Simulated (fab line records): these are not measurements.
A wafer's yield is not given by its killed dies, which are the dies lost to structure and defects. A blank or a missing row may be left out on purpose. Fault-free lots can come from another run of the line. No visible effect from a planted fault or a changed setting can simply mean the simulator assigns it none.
One fault seen from 2 desks	flow sky130	only its own numbers are on each desk; what lay behind them is given at the end

METROLOGY DESK
Means of the sampled wafers that have a number, per lot and without regard to the tool the lot ran on: this is what the gauges read. The brackets show how far a lot's mean lies from the usual mean; more than 4 standard deviations puts the lot out of limits, marked OUT.
Columns: A = VIA4_BOW at SKY_VIA4_BOW_MEAS_03, usual 78 um; B = PASSIVATION_CVD_02_THK at SKY_PASSIVATION_THK_MEAS_03, usual 538 nm
lot	first seen here	A	B
L905	day 41 19:59	69	534
L907	day 42 03:49	67	539
L908	day 42 10:53	94	542
L911	day 43 09:38	82	543
L912	day 43 19:44	62	543
L917	day 45 05:32	76	533
L918	day 45 08:23	84	535
L919	day 45 17:50	74	536
L920	day 45 19:23	76	540
L921	day 46 05:58	66	544
L926	day 47 06:23	82	532
L927	day 47 15:14	82	545
L928	day 47 20:37	72	534
This desk's finding: nothing out of limits on any of the 13 lots.

DESK OF THE TOOL OWNER: rie-diel-03
The tool's own readings at SKY_VIA4_ETCH_12 (etches SiO2 in C4F8/O2/Ar, stops on TiN, target depth 580 nm): means of the sampled wafers that have a number, for each lot that ran on this tool. The brackets show how far a lot's mean lies from the usual mean; more than 4 standard deviations puts the lot out of limits, marked OUT.
Columns: A = oes-product-au at SKY_VIA4_ETCH_12, usual 0.925 a.u.
lot	first seen here	A
L907	day 43 03:19	0.929
L908	day 43 09:01	0.923
L911	day 44 08:43	0.924
L912	day 44 17:58	0.924
L927	day 48 09:43	0.926
L928	day 48 15:46	0.925
This desk's finding: nothing out of limits on any of the 6 lots.

PUT TOGETHER
Metrology desk: nothing out of limits seen.
Nothing out of limits was seen by the tool owner's desk.

WHAT THE SIMULATOR PUT IN
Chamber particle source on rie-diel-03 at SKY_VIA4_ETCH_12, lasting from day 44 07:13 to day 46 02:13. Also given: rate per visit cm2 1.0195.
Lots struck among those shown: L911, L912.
